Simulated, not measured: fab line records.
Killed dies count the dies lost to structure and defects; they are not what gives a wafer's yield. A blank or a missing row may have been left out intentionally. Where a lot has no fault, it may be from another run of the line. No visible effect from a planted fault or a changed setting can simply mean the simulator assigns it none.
What tool caused it? + flow sfqLine + 41 wafers sampled from 14 lots at 1 step of a route of 325

## WHAT THE GAUGES SHOWED, per wafer
The record holds no reading of a measuring or inspecting step that can be judged against a usual standard deviation.

## TOOL THAT RAN EACH LOT (tool first, then ch and the chambers of the sampled wafers, then the start)
| lot  | SFQ_TRILAYER_R5_BARC_OPEN_METAL_ETCH_177 |
|------|------------------------------------------|
| L913 | rieMetal-04 ch 0,1, day 53 23:20         |
| L915 | rieMetal-04 ch 0,1, day 55 01:52         |
| L916 | rieMetal-04 ch 0,1, day 55 12:40         |
| L920 | rieMetal-01 ch 0, day 56 15:04           |
| L921 | rieMetal-02 ch 0,1, day 57 12:40         |
| L922 | rieMetal-04 ch 0,1, day 58 13:27         |
| L926 | rieMetal-04 ch 0,1, day 60 02:38         |
| L927 | rieMetal-04 ch 1, day 60 06:14           |
| L928 | rieMetal-02 ch 0,1, day 60 09:51         |
| L931 | rieMetal-01 ch 0,1, day 62 20:19         |
| L932 | rieMetal-04 ch 0,1, day 64 01:14         |
| L933 | rieMetal-04 ch 0,1, day 64 04:42         |
| L934 | rieMetal-02 ch 0,1, day 64 09:38         |
| L936 | rieMetal-04 ch 0,1, day 64 22:50         |
- SFQ_TRILAYER_R5_BARC_OPEN_METAL_ETCH_177: etches BARC in O2, target depth 125 nm, time 41.7 s.

## WHAT THE TOOLS THEMSELVES READ (means of the sampled wafers that have a number; where no wafer has one, the mark that the record gives instead)
SFQ_TRILAYER_R5_BARC_OPEN_METAL_ETCH_177.
| lot  | tool        | drypumpMotorCurrentA (A) | oesProductAu (a.u.) | runLengthS (s) |
|------|-------------|--------------------------|---------------------|----------------|
| L913 | rieMetal-04 | 6.0                      | 0.684               | 70.2           |
| L915 | rieMetal-04 | 5.9                      | 0.685               | 69.9           |
| L916 | rieMetal-04 | 5.8                      | 0.682               | 70.5           |
| L920 | rieMetal-01 | 5.9                      | 0.688               | 69.5           |
| L921 | rieMetal-02 | 4.9                      | 0.685               | 69.7           |
| L922 | rieMetal-04 | 5.9                      | 0.687               | 69.9           |
| L926 | rieMetal-04 | 5.9                      | 0.672               | 72.7           |
| L927 | rieMetal-04 | 5.7                      | 0.667               | 72.8           |
| L928 | rieMetal-02 | 4.9                      | 0.688               | 70.0           |
| L931 | rieMetal-01 | 5.6                      | 0.685               | 69.9           |
| L932 | rieMetal-04 | 5.8                      | 0.691               | 70.2           |
| L933 | rieMetal-04 | 6.0                      | 0.686               | 70.2           |
| L934 | rieMetal-02 | 5.2                      | 0.686               | 69.8           |
| L936 | rieMetal-04 | 5.9                      | 0.684               | 70.1           |

## THE ANSWER, worked out from the rows above alone
Rule: what is usual is taken from the lots themselves. Put in order of their means at a reading, lots are off if they are a third of the lots or fewer, leave a main group of 4 or more, and stand apart from it by a gap of 3 or more times the standard deviation of the main group's means; of several such gaps the widest counts. A main group whose means are all the same, to the digits that the tables above print for the reading, isn't used. Also off: a lot with no number at a reading for which 4 or more lots have one. All remaining lots with rows at the step are treated as sound. After the gauges, taken in route order, come the tools' own readings; for these a lot's mean is taken, as printed above. The first step at which some lot is off is used, and at that step the reading that is off furthest; a lot without a number counts as furthest.
Off: L926, L927 (SFQ_TRILAYER_R5_BARC_OPEN_METAL_ETCH_177, runLengthS). The main group has a mean of 70.0 s with a standard deviation of 0.26.
If a tool, at that step or one of the process steps before it, ran each lot that is off and ran no sound lot following the first of them, it fits. Of those tried, none fits.

## WHAT HAD BEEN PUT IN BY THE SIMULATOR
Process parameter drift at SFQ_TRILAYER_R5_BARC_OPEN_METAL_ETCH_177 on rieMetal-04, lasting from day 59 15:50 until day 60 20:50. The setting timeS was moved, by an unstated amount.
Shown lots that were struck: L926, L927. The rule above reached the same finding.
